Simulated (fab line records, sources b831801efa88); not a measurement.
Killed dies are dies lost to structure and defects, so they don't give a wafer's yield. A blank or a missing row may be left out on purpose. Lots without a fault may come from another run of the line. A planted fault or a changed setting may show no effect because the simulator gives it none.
A struck lot beside a sound one | flow sky130 | 24 steps out of a route of 708
Sound: wafers L869.3, L869.4, L869.5. Struck: wafers L879.1, L879.2, L879.3. The cause comes at the end.
At each step with rows: each side's tool, then ch and its chambers, then its first start. Under that, the readings that differ: sound wafers | struck wafers | difference of the means | sigmas: that difference in standard deviations of wafers without a fault.
alike: readings whose means differ by less than 2 such deviations, and words and numbers that are the same on both sides. not compared: withheld readings, readings that some wafer has no value for, bounds like >300 that may hide the same value, and numbers for which the record gives no deviation and whose values overlap.
The two part at a step that has a row with sigmas, a row that says differs or no value, or rows on one side only. Numbers that don't overlap but have no deviation are shown without sigmas and don't part them. A reading that every wafer of one side lacks parts them only if that side has two wafers or more.

first, 8 steps without rows for these wafers: SKY_FIELD_ISO_DEHYDRATE_05 (time 60 s); SKY_FIELD_ISO_HMDS_06 (prime time 60 s); SKY_FIELD_ISO_COAT_07 (resist thk 60 nm); SKY_FIELD_ISO_COAT_08 (resist thk 450 nm); SKY_FIELD_ISO_SOFTBAKE_09 (time 90 s); SKY_FIELD_ISO_EXPOSE_10 (exposes mask FOM, target cd 150 nm); SKY_FIELD_ISO_PEB_11; SKY_FIELD_ISO_DEVELOP_12 (develop time 60 s).
SKY_FIELD_ISO_CD_MEAS_13: target cd 150 nm.
  sound on cd_sem-02, day 2 03:58; struck on cd_sem-02, day 4 11:29
  alike: cd_nm
SKY_FIELD_ISO_ETCH_14: etches BARC in N2/H2, stops on SiO2, time 45.9 s, target depth 60 nm.
  sound on rie_diel-04 ch 0,2, day 2 04:02; struck on rie_diel-04 ch 0,2,3, day 4 11:36
  alike: bias_w, chamber_pressure_mTorr, drypump_motor_current_A, n2_flow_sccm, oes_product_au, throttle_valve_pct
  not compared: rf_hours_counter_h
SKY_FIELD_ISO_ETCH_15: etches the open film in CHF3/O2, stops on Si, target depth 180 nm, time 72 s.
  sound on rie_diel-04 ch 0,2, day 2 04:05; struck on rie_diel-04 ch 0,2,3, day 4 11:38
  alike: O2_flow_sccm, bias_w, drypump_motor_current_A, oes_product_au, throttle_valve_pct
  not compared: rf_hours_counter_h
SKY_FIELD_ISO_STRIP_16: strips in O2/N2.
  sound on plasma_asher-04 ch 0,1, day 2 04:10; struck on plasma_asher-03 ch 0,1, day 4 11:42
  reading                     | sound       | struck      | difference | sigmas
  drypump_motor_current_A (A) | 5.8 6.0 5.9 | 5.8 4.9 4.9 | -0.7       | -2
  alike: n2_flow_sccm, oes_product_au, strip_time_to_endpoint_s
  not compared: rf_hours_counter_h
SKY_FIELD_ISO_ETCH_17: etches Si in HBr/Cl2/O2, target depth 342 nm, time 97.7 s.
  sound on rie_si-01 ch 0,1,3, day 2 04:14; struck on rie_si-01 ch 0,1,3, day 4 11:48
  no value came back on the struck wafers for any of 5 readings (HBr_flow_sccm (sccm), O2_flow_sccm (sccm) and others); on the sound wafers HBr_flow_sccm (sccm) reads 150.5 150.8 149.5
  reading                                     | sound             | struck            | difference | sigmas
  model.Si3N4_of_FIELD_ISO_CVD_03.thk_nm (nm) | 150.7 150.5 151.2 | 165.6 166.2 164.9 | +14.8      |
  not compared: rf_hours_counter_h
then, 7 steps without rows for these wafers: SKY_FIELD_ISO_WET_ETCH_18 (etches Si3N4 in H3PO4, target depth 25 nm, time 286 s); SKY_FIELD_ISO_CLEAN_19 (cleans in SC1/SC2, time 150 s); SKY_FIELD_ISO_CLEAN_20 (cleans in dHF, time 20 s); SKY_FIELD_ISO_WET_ETCH_21 (etches SiO2 in dHF, target depth 20 nm, time 400 s); SKY_FIELD_ISO_OXIDATION_22 (stabilise 600 s, purge 300 s, target thk 10 nm); SKY_FIELD_ISO_CVD_24 (deposits SiO2, target thk 595 nm, time 99.2 s); SKY_FIELD_ISO_ANNEAL_26 (time 1800 s).
SKY_FIELD_ISO_CMP_27: polishes, stops on Si3N4, t overpolish 16 s, target thk 457.8 nm.
  sound on cmp-01 ch 0,2, day 2 07:46; struck on cmp-01 ch 0,2,3, day 4 17:14
  alike: head_pressure_psi, motor_current_A
SKY_FIELD_ISO_WET_ETCH_28: etches SiO2 in dHF, target depth 23.7 nm, time 47 s.
  sound on wet_bench-01 ch 1, day 2 08:01; struck on wet_bench-04 ch 1, day 4 17:32
  reading                                     | sound             | struck            | difference | sigmas
  model.Si3N4_of_FIELD_ISO_CVD_03.thk_nm (nm) | 119.2 118.8 119.8 | 133.7 134.2 132.8 | +14.3      |
  alike: bath_heat_duty_pct, run_length_s
then, 1 step without rows for these wafers: SKY_FIELD_ISO_WET_ETCH_29 (etches Si3N4 in H3PO4, target depth 160 nm, time 1825 s).
-- the record jumps here: 44 days lie between the struck wafers' starts before and after (it left off in module FIELD_ISO and takes up again in module PAD_OPEN, whose first step shown is number 708 of the route) --
SKY_PAD_OPEN_PROBE_99:
  sound on prober-02, day 45 12:45; struck on prober-02, day 48 10:49
  reading             | sound    | struck      | difference | sigmas
  killed_at_front_end | 14 10 14 | 410 412 420 | +401       | +93
  killed_dies         | 85 81 93 | 492 492 492 | +406       | +37
  killed_on_rim       | 14 16 16 | 96 96 96    | +81        | +21
  alike: killed_at_M0_to_M3, killed_at_M4_up, killed_at_contacts, killed_at_other, killed_open, killed_short

WHERE THEY PART
First at SKY_FIELD_ISO_STRIP_16; last, within this record, at SKY_PAD_OPEN_PROBE_99.

WHY: what the simulator had put in
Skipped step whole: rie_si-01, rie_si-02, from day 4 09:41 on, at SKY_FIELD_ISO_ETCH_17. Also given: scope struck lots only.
